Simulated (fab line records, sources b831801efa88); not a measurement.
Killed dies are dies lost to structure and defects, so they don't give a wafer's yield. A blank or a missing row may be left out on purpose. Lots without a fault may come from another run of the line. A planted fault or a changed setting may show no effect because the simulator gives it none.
A struck lot beside a sound one | flow sky130 | 17 steps out of a route of 708
Sound: wafers L422.1, L422.4, L422.6. Struck: wafers L421.2, L421.4, L421.6. The cause comes at the end.
At each step with rows: each side's tool, then ch and its chambers, then its first start. Under that, the readings that differ: sound wafers | struck wafers | difference of the means | sigmas: that difference in standard deviations of wafers without a fault.
alike: readings whose means differ by less than 2 such deviations, and words and numbers that are the same on both sides. not compared: withheld readings, readings that some wafer has no value for, bounds like >300 that may hide the same value, and numbers for which the record gives no deviation and whose values overlap.
The two part at a step that has a row with sigmas, a row that says differs or no value, or rows on one side only. Numbers that don't overlap but have no deviation are shown without sigmas and don't part them. A reading that every wafer of one side lacks parts them only if that side has two wafers or more.

first, 1 step without rows for these wafers: SKY_VT_ADJUST_LVTN_IMPLANT_19.
SKY_VT_ADJUST_LVTN_STRIP_20: strips in O2/N2.
  sound on plasma_asher-02 ch 0,1, day 13 18:01; struck on plasma_asher-03 ch 0,1, day 13 11:52
  reading                     | sound       | struck      | difference | sigmas
  drypump_motor_current_A (A) | 5.5 5.6 5.6 | 6.0 6.5 6.5 | +0.8       | +2
  alike: oes_product_au, strip_time_to_endpoint_s
  not compared: rf_hours_counter_h
SKY_VT_ADJUST_LVTN_TW_MEAS_21:
  sound on film_metro-02, day 13 18:07; struck on film_metro-02, day 13 11:58
  alike: VT_ADJUST_LVTN_2_TW
then, 7 steps without rows for these wafers: SKY_VT_ADJUST_NCORE_DEHYDRATE_00 (time 60 s); SKY_VT_ADJUST_NCORE_HMDS_01 (prime time 60 s); SKY_VT_ADJUST_NCORE_COAT_02 (resist thk 1140 nm); SKY_VT_ADJUST_NCORE_SOFTBAKE_03 (time 60 s); SKY_VT_ADJUST_NCORE_EXPOSE_04 (exposes mask LVTN COMPLEMENT THIN, target cd 380 nm); SKY_VT_ADJUST_NCORE_PEB_05; SKY_VT_ADJUST_NCORE_DEVELOP_06 (develop time 58.31 s).
SKY_VT_ADJUST_NCORE_CD_MEAS_07: target cd 380 nm.
  sound on cd_sem-01, day 14 19:25; struck on cd_sem-01, day 14 13:39
  alike: cd_nm
SKY_VT_ADJUST_NCORE_OVL_MEAS_08:
  sound on overlay-01, day 14 19:32; struck on overlay-02, day 14 13:46
  alike: VT_ADJUST_NCORE_OVL
SKY_VT_ADJUST_NCORE_IMPLANT_09:
  sound on implanter-01 ch 0, day 14 19:34; struck on implanter-04 ch 0, day 14 13:49
  reading                   | sound             | struck               | difference | sigmas
  beam_energy_keV           | 9.997 9.996 9.998 | 12.146 12.147 12.145 | +2.149     | +99 or more
  model.implant.rp_nm (nm)  | 33.31 33.31 33.31 | 41.66 41.66 41.66    | +8.35      |
  model.implant.drp_nm (nm) | 17.11 17.11 17.11 | 19.67 19.67 19.67    | +2.56      |
SKY_VT_ADJUST_NCORE_STRIP_10: strips in O2/N2.
  sound on plasma_asher-02 ch 0,1, day 14 19:43; struck on plasma_asher-03 ch 0,1, day 14 13:56
  reading               | sound             | struck            | difference | sigmas
  oes_product_au (a.u.) | 0.708 0.713 0.709 | 0.717 0.725 0.715 | +0.009     | +2
  alike: drypump_motor_current_A, strip_time_to_endpoint_s
  not compared: rf_hours_counter_h
SKY_VT_ADJUST_NCORE_TW_MEAS_11:
  sound on film_metro-03, day 14 19:49; struck on film_metro-01, day 14 14:03
  reading            | sound             | struck            | difference | sigmas
  VT_ADJUST_NCORE_TW | 219.5 219.5 219.1 | 228.7 228.9 228.8 | +9.4       | +4
then, 1 step without rows for these wafers: SKY_VT_ADJUST_HVTR_DEHYDRATE_00 (time 60 s).
-- the record jumps here: 36 days lie between the struck wafers' starts before and after (it left off in module VT_ADJUST_HVTR and takes up again in module PAD_OPEN, whose first step shown is number 708 of the route) --
SKY_PAD_OPEN_PROBE_99:
  sound on prober-01, day 50 16:00; struck on prober-01, day 50 09:26
  reading                                    | sound                        | struck                        | difference | sigmas
  model.etest.nfet_16v.r_on_ohm_um           | 1.421e+04 1.433e+04 1.45e+04 | 1.508e+04 1.491e+04 1.495e+04 | +6.333e+02 |
  model.etest.res_pwell_under_gate.rs_ohm_sq | 2314 2312 2332               | 2263 2247 2262                | -62        |
  model.etest.pfet_g5v0d10v5.off_log10_a_um  | -12.35 -12.56 -12.29         | -11.6 -11.53 -11.65           | +0.8       |
  model.etest.pfet_g5v0d10v5.vt_sat_v (V)    | -0.6175 -0.6192 -0.6076      | -0.5512 -0.5556 -0.5606       | +0.0590    |
  model.etest.pfet_16v.vt_v (V)              | -1.095 -1.094 -1.099         | -1.049 -1.034 -1.038          | +0.056     |
  model.etest.pfet_g5v0d10v5.vt_long_v (V)   | -0.9276 -0.9275 -0.9329      | -0.8955 -0.8831 -0.8881       | +0.0404    |
  model.etest.nfet_g5v0d10v5.body_rise_v (V) | 0.6853 0.6852 0.6952         | 0.7209 0.7089 0.7171          | +0.0271    |
  model.etest.nfet_16v.body_rise_v (V)       | 0.6808 0.6801 0.6905         | 0.7154 0.705 0.712            | +0.0270    |
  alike: killed_at_M0_to_M3, killed_at_M4_up, killed_at_contacts, killed_at_front_end, killed_at_other, killed_dies, killed_open, killed_short

WHERE THEY PART
First at SKY_VT_ADJUST_LVTN_STRIP_20; last, within this record, at SKY_VT_ADJUST_NCORE_TW_MEAS_11. Later steps at which nothing parts them and some readings are alike: SKY_PAD_OPEN_PROBE_99.

WHY: what the simulator had put in
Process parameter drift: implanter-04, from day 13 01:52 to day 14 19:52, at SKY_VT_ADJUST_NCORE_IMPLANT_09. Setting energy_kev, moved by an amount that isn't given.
